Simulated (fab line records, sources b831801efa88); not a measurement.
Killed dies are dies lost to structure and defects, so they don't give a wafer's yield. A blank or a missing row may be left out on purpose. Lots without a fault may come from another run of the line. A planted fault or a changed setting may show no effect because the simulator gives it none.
Problem report in the 8D (eight disciplines) form, filled by code | flow sky130 | the parts of the form that need people (team, actions taken, sign-off) are left out

1. THE PROBLEM
bias_w at SKY_VIA2_ETCH_15 reads a mean of 1031 W on 1 wafer of 1 lot; wafers without a fault read 1200 W with a standard deviation of 3.7. That is -46 standard deviations from the usual mean.
The step: etches SiO2 in C4F8/O2/Ar, stops on TiN, target depth 546 nm, time 84 s.
First seen on wafer L715.1, day 43 12:32, on rie_diel-03. The record holds 15 wafers of 5 lots with a number at this step. Rule for "out", or "out of limits": more than 4 standard deviations from the usual mean. The other wafers with a number count as sound.

2. WHAT IT IS AND WHAT IT IS NOT
question                    | is                | is not
which readings at this step | bias_w            | oes_product_au
which lots                  | L715              | L704, L706, L711, L723
which wafers of those lots  | L715.1            | L715.3, L715.5
read on which tools         | rie_diel-03       | rie_diel-04
when                        | from day 43 12:32 | up to then (14 sound wafers)

3. SUSPECTS, AND WHAT RULES EACH OUT
Counting: a tool at a process step up to the reading stays a suspect if it ran every lot that is out. Sound lots after the first of them don't rule it out here, since some wafers of a struck lot are sound.
- rie_diel-03 at SKY_VIA2_ETCH_14 (etches BARC in N2/H2, stops on SiO2, time 45.9 s, target depth 60 nm): kept. It ran the lot that is out, L715 (day 43 12:29); its last sound lot up to then is L723 (day 43 11:29).
- rie_diel-03 at SKY_VIA2_ETCH_15 (etches SiO2 in C4F8/O2/Ar, stops on TiN, target depth 546 nm, time 84 s): kept. It ran the lot that is out, L715 (day 43 12:32); its last sound lot up to then is L723 (day 43 11:32). Its own readings are out on those wafers: bias_w.
- Within rie_diel-03 at SKY_VIA2_ETCH_14: the wafers that are out ran in chamber 1; their sound lot-mates ran in chamber 2.
- Within rie_diel-03 at SKY_VIA2_ETCH_15: the wafers that are out ran in chamber 1; their sound lot-mates ran in chamber 2.
Left after counting: rie_diel-03 at SKY_VIA2_ETCH_14, rie_diel-03 at SKY_VIA2_ETCH_15.

4. THE CAUSE (what the simulator had put in)
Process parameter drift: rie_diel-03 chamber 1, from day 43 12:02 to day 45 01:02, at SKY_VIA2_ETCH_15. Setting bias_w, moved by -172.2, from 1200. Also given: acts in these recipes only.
Counting left 2 suspects, and this tool is among them.

5. THE CHAIN OF EFFECTS, in route order
Each row: a reading whose mean over the struck wafers that have a number lies more than 3 standard deviations from the usual. Only readings for which the record gives a usual standard deviation are gone through. hours: the time from each lot's start at the first step in this table that gives one to its start at this step, as a median over the lots. sigmas: the change in usual standard deviations.
hours | step             | reading | usual  | on struck wafers | change | sigmas
0     | SKY_VIA2_ETCH_15 | bias_w  | 1200 W | 1031             | -169   | -46
The process steps in it:
- SKY_VIA2_ETCH_15: etches SiO2 in C4F8/O2/Ar, stops on TiN, target depth 546 nm, time 84 s.

6. WHAT WOULD HAVE CAUGHT IT SOONER
In this record the first reading out of limits was taken at day 43 12:32, 0 hours after the fault began at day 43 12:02.
